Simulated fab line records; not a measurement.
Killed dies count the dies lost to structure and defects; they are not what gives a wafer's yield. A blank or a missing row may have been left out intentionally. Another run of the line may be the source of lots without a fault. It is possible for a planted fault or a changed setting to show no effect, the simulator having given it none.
A struck lot beside a sound one || flow sky130 || 16 steps out of a route of 708
Sound: these wafers, L528.1, L528.3, L528.6. Wafers struck: L533.1, L533.3, L533.5. The cause is named last.
Per side, at each step with rows, come the tool, then ch with its chambers, and then its first start. Under that, the readings that differ: sound wafers || struck wafers || difference of the means || sigmas: that difference in standard deviations of wafers without a fault.
alike: readings with means less than 2 such deviations apart, plus words and numbers identical on both sides. not compared: withheld readings, readings lacking a value on some wafer, bounds such as >300 that could conceal the same value, and numbers that have no deviation in the record and whose values overlap.
The two part at a step that has a row with sigmas, a row that says differs or no value, or rows on one side only. Numbers that have no deviation but don't overlap get no sigmas and don't part them. Lack of a reading on every wafer of one side parts them only where that side has two or more wafers.

first, 5 steps without rows for these wafers: SKY_POLY_GATE_COAT_08 (resist thk 450 nm); SKY_POLY_GATE_SOFTBAKE_09 (time 90 s); SKY_POLY_GATE_EXPOSE_10 (exposes mask P1M, target cd 150 nm); SKY_POLY_GATE_PEB_11; SKY_POLY_GATE_DEVELOP_12 (develop time 60 s).
SKY_POLY_GATE_CD_MEAS_13: the cd target is 150 nm.
  sound: cd-sem-02 at day 19 13:40; struck: cd-sem-01 at day 20 07:43
  alike: cd-nm
SKY_POLY_GATE_OVL_MEAS_14:
  sound: overlay-01 at day 19 13:47; struck: overlay-01 at day 20 07:50
  alike: POLY_GATE_OVL
SKY_POLY_GATE_ETCH_15: etches BARC in N2/H2, stops on SiO2, time 118.5 s, target depth 110 nm.
  sound on rie-diel-01 ch 0,1, day 19 13:50; struck on rie-diel-04 ch 0,1, day 20 07:53
  alike: drypump-motor-current-A, oes-product-au, rf-fwd-power-W, throttle-valve-pct
  not compared: rf-hours-counter-h
SKY_POLY_GATE_ETCH_16: etches Si3N4 in CH3F/O2, stops on poly-Si, time 147.5 s, target depth 75 nm.
  sound on rie-diel-01 ch 0,1, day 19 13:55; struck on rie-diel-04 ch 0,1, day 20 07:58
  alike: drypump-motor-current-A, oes-product-au, rf-fwd-power-W, throttle-valve-pct
  not compared: rf-hours-counter-h
SKY_POLY_GATE_ETCH_17: etches poly-Si in HBr/Cl2, stops on SiO2, target depth 180 nm, time 70.5 s.
  sound on rie-si-02 ch 0,1,3, day 19 14:01; struck on rie-si-02 ch 0,2,3, day 20 08:04
  alike: drypump-motor-current-A, oes-product-au, rf-fwd-power-W, throttle-valve-pct
  not compared: rf-hours-counter-h
SKY_POLY_GATE_STRIP_18: strips in O2/N2.
  sound on plasma-asher-03 ch 0,1, day 19 14:04; struck on plasma-asher-02 ch 0,1, day 20 08:07
  alike: drypump-motor-current-A, oes-product-au, strip-time-to-endpoint-s
  not compared: rf-hours-counter-h
then, 1 step without rows for these wafers: SKY_POLY_GATE_CLEAN_19 (cleans in SC1/SC2, time 150 s).
SKY_POLY_GATE_OXIDATION_20: stabilise 600 s, purge 300 s, target thk 4 nm.
  sound on furnace-02 ch 0, day 19 17:01; struck on furnace-02 ch 0, day 20 09:10
{"reading": "spike-tc-centre-C (C)", "sound": "846.9 849.5 849.0", "struck": "895.0 896.7 894.5", "difference": "+46.9", "sigmas": "+43"}
{"reading": "spike-tc-lower-C (C)", "sound": "850.6 850.0 852.0", "struck": "844.2 844.0 843.5", "difference": -7.0, "sigmas": -7}
{"reading": "spike-tc-upper-C (C)", "sound": "850.5 849.4 850.9", "struck": "845.1 845.7 844.3", "difference": -5.2, "sigmas": -4}
{"reading": "zone-power-centre-pct (%)", "sound": "19.2 18.8 18.9", "struck": "36.1 35.9 36.0", "difference": "+17.0", "sigmas": "+17"}
{"reading": "zone-power-lower-pct (%)", "sound": "16.5 16.1 16.4", "struck": "8.5 8.5 8.6", "difference": -7.8, "sigmas": -10}
{"reading": "zone-power-upper-pct (%)", "sound": "15.19 15.17 15.27", "struck": "8.01 7.92 8.05", "difference": -7.22, "sigmas": -33}
{"reading": "model.SiO2_of_POLY_GATE_OXIDATION_20.thk-nm (nm)", "sound": "3.995 3.985 4.024", "struck": "5.005 5.115 5.066", "difference": "+1.061", "sigmas": ""}
SKY_POLY_GATE_THK_MEAS_21:
  sound: film-metro-03 at day 19 18:16; struck: film-metro-04 at day 20 10:25
{"reading": "POLY_GATE_OXIDATION_THK (nm)", "sound": "3.99 3.97 4.04", "struck": "5.01 5.13 5.04", "difference": "+1.06", "sigmas": "+13"}
SKY_POLY_GATE_CD_MEAS_22:
  sound: cd-sem-01 at day 19 18:19; struck: cd-sem-01 at day 20 10:28
  alike: cd-nm
-- the record jumps here: 28 days lie between the struck wafers' starts before and after (it left off in module POLY_GATE and takes up again in module PAD_OPEN, whose first step shown is number 708 of the route) --
SKY_PAD_OPEN_PROBE_99:
  sound: prober-02 at day 48 06:28; struck: prober-02 at day 48 15:38
{"reading": "model.etest.tip-sonos.rs-ohm-sq", "sound": "2655 2642 2702", "struck": "2868 2858 2929", "difference": "+219", "sigmas": ""}
{"reading": "model.etest.tip-p.rs-ohm-sq", "sound": "6890 6807 6865", "struck": "6955 7060 6977", "difference": "+143", "sigmas": ""}
{"reading": "model.etest.tip-n.rs-ohm-sq", "sound": "447.6 447.8 448.6", "struck": "453.8 459.8 453.8", "difference": "+7.8", "sigmas": ""}
{"reading": "model.etest.res-ndiff.rs-ohm-sq", "sound": "119.1 118.8 119.2", "struck": "124.4 123.3 123.8", "difference": "+4.8", "sigmas": ""}
  alike: killed_at_M0_to_M3, killed_at_M4_up, killed-at-contacts, killed-at-front-end, killed-at-other, killed-dies, killed-open, killed-short
  not compared: model.etest.res-pdiff.rs-ohm-sq

WHERE THEY PART
Last at SKY_POLY_GATE_THK_MEAS_21 as far as this record goes, first at SKY_POLY_GATE_OXIDATION_20. Later steps at which nothing parts them and some readings are alike: SKY_POLY_GATE_CD_MEAS_22, SKY_PAD_OPEN_PROBE_99.

WHY: what had been put in by the simulator
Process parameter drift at SKY_POLY_GATE_OXIDATION_20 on furnace-02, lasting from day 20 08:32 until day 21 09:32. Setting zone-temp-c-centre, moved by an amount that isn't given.
